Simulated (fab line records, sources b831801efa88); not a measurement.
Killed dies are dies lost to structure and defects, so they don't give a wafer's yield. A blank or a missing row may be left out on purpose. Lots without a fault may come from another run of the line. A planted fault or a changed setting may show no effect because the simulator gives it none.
fab line records | flow gf180mcu | part 2 of 2: steps 25 to 34 of 34
record lots=5 wafers=15 last_day=34
route steps=602 shown STI@22 DNWELL@32 NWELL@42 LVPWELL@54
lots that met no fault: from a run of the same line without faults
start_h: hours from the record's first day to the start of the lot's first wafer shown | wait_h: hours since the lot's step before | " the same as in the row above | L1.1+2: a row that stands for several wafers | - no value, or no start given | * or withheld: withheld | < > ~ a bound
route shown NAME@n: a module of which the file shows steps, and the number in the route of the first | usual: mean/standard deviation of fault-free wafers | same: alike in all rows | chamber/n: place in a boat | sites: the reading at each site | _std_site: their standard deviation | _edge_site: outer sites' mean less inner sites' | radius_mm: how far each site lies from the wafer's centre | mask NAME#n: copy n | behind: the tool/chamber that last shaped the wafer | hold: why the lot was held/for how many hours/how that ended | device: the transistor (n, p or np) that didn't switch | end of line: the same wafers' tests at the end of the route | a step without rows: its recipe alone | killed: dies lost to structure and defects at the first sort, not the wafer's yield | map: a wafer's dies, x killed, . not, _ none there
set.NAME: the setting as run; set.NAME@STEP: as run at that earlier step | model.NAME: the simulator's own value behind a step, which no gauge read
lots at some steps of the route; a table a step, a row a wafer
services: from which hour (start_h, from the record's first day; less than 0 if before it) a tool's chamber was out of use, for how many hours, and why
## steps
# step GF_NWELL_EXPOSE_04
# recipe mask_id=Nwell target_cd_nm=860 na=0.6 source_shape=conventional sigma_outer=0.6 dose_mj=260
# columns lot.wafer tool chamber start_h wait_h mask
L074.1+2+3 iline_stepper-02 0 - - Nwell#0
L075.2+3+6 iline_stepper-02 0 - - Nwell#0
L076.1+2+6 iline_stepper-01 0 - - Nwell#0
L078.1+4+5 iline_stepper-01 0 - - Nwell#0
L096.1+2+4 iline_stepper-01 0 - - Nwell#0
# step GF_NWELL_PEB_05
# recipe temp_c=115 time_s=withheld
# usual chill_plate_temp_C=22.98/0.096 exhaust_pa=44.9/0.87
# columns lot.wafer tool chamber start_h wait_h chill_plate_temp_C exhaust_pa
L074.1 litho_track-04 0 - - 22.99 44.0
L074.2 " 0 " " 22.92 44.5
L074.3 " 0 " " 22.96 43.5
L075.2 litho_track-04 0 - - 22.85 45.9
L075.3 " 0 " " 22.93 45.0
L075.6 " 0 " " 23.03 44.9
L076.1 litho_track-02 0 - - 23.07 44.1
L076.2 " 0 " " 22.96 45.1
L076.6 " 0 " " 23.01 43.1
L078.1 litho_track-02 0 - - 23.01 45.2
L078.4 " 0 " " 22.90 43.9
L078.5 " 0 " " 23.00 43.9
L096.1 litho_track-02 0 - - 23.08 45.3
L096.2 " 0 " " 23.08 45.8
L096.4 " 0 " " 23.05 45.8
# step GF_NWELL_DEVELOP_06
# recipe wall_angle_deg=90 develop_time_s=60 dev_temp_c=23
# usual chill_plate_temp_C=23.03/0.11 exhaust_pa=45.0/0.97
# columns lot.wafer tool chamber start_h wait_h chill_plate_temp_C exhaust_pa
L074.1 litho_track-04 0 - - 22.96 42.9
L074.2 " 0 " " 22.84 45.5
L074.3 " 0 " " 23.03 44.0
L075.2 litho_track-04 0 - - 22.94 45.5
L075.3 " 0 " " 22.96 43.7
L075.6 " 0 " " 22.93 43.7
L076.1 litho_track-02 0 - - 23.17 44.1
L076.2 " 0 " " 23.00 45.7
L076.6 " 0 " " 22.97 45.4
L078.1 litho_track-02 0 - - 23.07 47.1
L078.4 " 0 " " 23.07 46.7
L078.5 " 0 " " 23.08 45.8
L096.1 litho_track-02 0 - - 23.23 44.5
L096.2 " 0 " " 23.02 45.3
L096.4 " 0 " " 22.98 45.4
# step GF_NWELL_OVL_MEAS_07
# usual NWELL_OVL=-0.8/1.5
# columns lot.wafer tool chamber start_h wait_h NWELL_OVL[nm]
L074.1 overlay-01 - 55.80 - -2.0
L074.2 " - " " -2.0
L074.3 " - " " -2.5
L075.2 overlay-01 - 61.05 - -1.4
L075.3 " - " " -2.4
L075.6 " - " " -1.2
L076.1 overlay-02 - 71.18 - 0.9
L076.2 " - " " 2.4
L076.6 " - " " 0.4
L078.1 overlay-01 - 76.33 - 0.2
L078.4 " - " " -1.1
L078.5 " - " " -0.5
L096.1 overlay-02 - 174.48 - -0.5
L096.2 " - " " -1.0
L096.4 " - " " -1.0
# step GF_NWELL_IMPLANT_08
# recipe species=P energy_kev=450 dose_cm2=1.5e+13 tilt_deg=0
# same implant_ion_amu=31
# columns lot.wafer tool chamber start_h wait_h
L074.1+2+3 implanter-04 0 55.83 0.0
L075.2+3+6 implanter-02 0 61.11 0.0
L076.1+2+6 implanter-04 0 71.22 0.0
L078.1+4+5 implanter-02 0 76.37 0.0
L096.1+2+4 implanter-02 0 174.52 0.0
# step GF_NWELL_IMPLANT_09
# recipe species=P energy_kev=160 dose_cm2=4e+12 tilt_deg=0
# same implant_ion_amu=31
# columns lot.wafer tool chamber start_h wait_h
L074.1+2+3 implanter-04 0 55.98 0.1
L075.2+3+6 implanter-02 0 61.26 0.1
L076.1+2+6 implanter-04 0 71.37 0.1
L078.1+4+5 implanter-02 0 76.52 0.1
L096.1+2+4 implanter-02 0 174.67 0.1
# step GF_NWELL_STRIP_10
# recipe chemistry=O2/N2 power_w=1400 pressure_mtorr=1500 platen_temp_c=250 o2_flow_sccm=3000 n2_flow_sccm=300 overash_fraction=0.5
# usual drypump_motor_current_A=5.71/0.28 heater_power_w=339/13 oes_product_au=0.723/0.0048 strip_time_to_endpoint_s=36.91/0.091
# columns lot.wafer tool chamber start_h wait_h drypump_motor_current_A heater_power_w oes_product_au rf_hours_counter_h strip_time_to_endpoint_s
L074.1 plasma_asher-02 1 56.13 0.1 5.94 341 0.723 41 37.04
L074.2 " 0 " " 6.09 335 0.714 41 37.10
L074.3 " 1 " " 5.95 343 0.720 - 37.02
L075.2 plasma_asher-04 1 61.38 0.1 5.45 330 0.721 26 36.81
L075.3 " 0 " " 5.37 368 0.716 - 36.70
L075.6 " 0 " " 5.40 361 0.722 - 36.90
L076.1 plasma_asher-04 0 71.52 0.1 5.37 366 0.730 27 36.71
L076.2 " 1 " " 5.46 323 0.728 27 36.75
L076.6 " 1 " " 5.46 320 0.722 - 36.80
L078.1 plasma_asher-02 1 76.67 0.1 5.94 346 0.722 44 36.92
L078.4 " 0 " " 6.08 340 0.727 - 37.03
L078.5 " 0 " " 6.07 334 0.722 - 36.98
L096.1 plasma_asher-02 1 174.82 0.1 5.95 327 0.733 54 36.93
L096.2 " 0 " " 6.08 340 0.729 54 36.98
L096.4 " 1 " " 5.93 327 0.721 - 36.90
# step GF_NWELL_TW_MEAS_11
# usual NWELL_TW=1569/9.4
# columns lot.wafer tool chamber start_h wait_h NWELL_TW
L074.1 film_metro-03 - 56.23 0.1 1564
L074.2 " - " " 1559
L074.3 " - " " 1558
L075.2 film_metro-04 - 61.49 0.1 1563
L075.3 " - " " 1564
L075.6 " - " " 1565
L076.1 film_metro-04 - 71.62 0.1 1565
L076.2 " - " " 1571
L076.6 " - " " 1572
L078.1 film_metro-03 - 76.77 0.1 1576
L078.4 " - " " 1576
L078.5 " - " " 1574
L096.1 film_metro-03 - 174.92 0.1 1571
L096.2 " - " " 1565
L096.4 " - " " 1571
# step GF_LVPWELL_DEHYDRATE_00
# recipe temp_c=200 time_s=60
# usual chill_plate_temp_C=23.02/0.1 exhaust_pa=45.2/1
# columns lot.wafer tool chamber start_h wait_h chill_plate_temp_C exhaust_pa
L074.1 litho_track-04 0 62.25 6.0 22.96 46.1
L074.2 " 0 " " 23.06 46.6
L074.3 " 0 " " 22.81 46.7
L075.2 litho_track-04 0 67.67 6.2 23.01 46.3
L075.3 " 0 " " 23.11 44.7
L075.6 " 0 " " 22.94 46.6
L076.1 litho_track-03 0 77.82 6.2 22.92 44.4
L076.2 " 0 " " 22.88 45.8
L076.6 " 0 " " 22.98 44.0
L078.1 litho_track-03 0 83.27 6.5 23.07 44.6
L078.4 " 0 " " 23.08 46.0
L078.5 " 0 " " 23.06 45.6
L096.1 litho_track-03 0 182.37 7.4 23.13 45.1
L096.2 " 0 " " 23.06 45.7
L096.4 " 0 " " 23.01 44.9
# step GF_LVPWELL_HMDS_01
# recipe prime_time_s=60 prime_temp_c=120
# usual chill_plate_temp_C=23.00/0.097 exhaust_pa=45.1/0.85
# columns lot.wafer tool chamber start_h wait_h chill_plate_temp_C exhaust_pa
L074.1 litho_track-04 0 62.40 0.1 23.15 44.1
L074.2 " 0 " " 22.91 45.6
L074.3 " 0 " " 22.87 43.0
L075.2 litho_track-04 0 67.82 0.1 22.94 44.3
L075.3 " 0 " " 23.13 44.9
L075.6 " 0 " " 23.10 45.0
L076.1 litho_track-03 0 77.97 0.1 22.99 46.1
L076.2 " 0 " " 22.99 45.2
L076.6 " 0 " " 22.84 46.7
L078.1 litho_track-03 0 83.42 0.1 22.93 46.5
L078.4 " 0 " " 23.06 44.8
L078.5 " 0 " " 22.93 45.4
L096.1 litho_track-03 0 182.52 0.1 22.87 46.0
L096.2 " 0 " " 22.96 46.2
L096.4 " 0 " " 22.93 45.3
## services
# columns tool chamber start_h hours kind
cmp-02 - 5.33 0.6 repair
implanter-02 - 6.82 3.4 repair
furnace-02 - 10.39 3.2 pm
plasma_asher-02 - 26.55 0.6 repair
implanter-04 - 43.95 1.9 repair
iline_stepper-02 - 45.00 1.7 pm
iline_stepper-01 - 47.32 4.4 pm
iline_stepper-02 - 61.05 4.1 repair
furnace-02 - 63.11 2.8 pm
cmp-02 - 64.07 4.0 pm
wet_bench-04 - 75.27 2.2 repair
cmp-02 - 86.71 2.1 repair
iline_stepper-02 - 87.24 4.4 pm
cmp-02 - 88.61 1.1 repair
implanter-02 - 89.24 9.7 repair
iline_stepper-02 - 92.30 2.4 repair
implanter-04 - 94.44 12.9 repair
implanter-02 - 115.99 5.0 pm
wet_bench-01 - 119.88 1.9 pm
iline_stepper-01 - 123.30 1.7 pm
wet_bench-03 - 145.99 1.2 repair
wet_bench-01 - 152.66 1.6 repair
iline_stepper-02 - 178.74 7.2 repair
furnace-02 - 179.27 3.5 pm
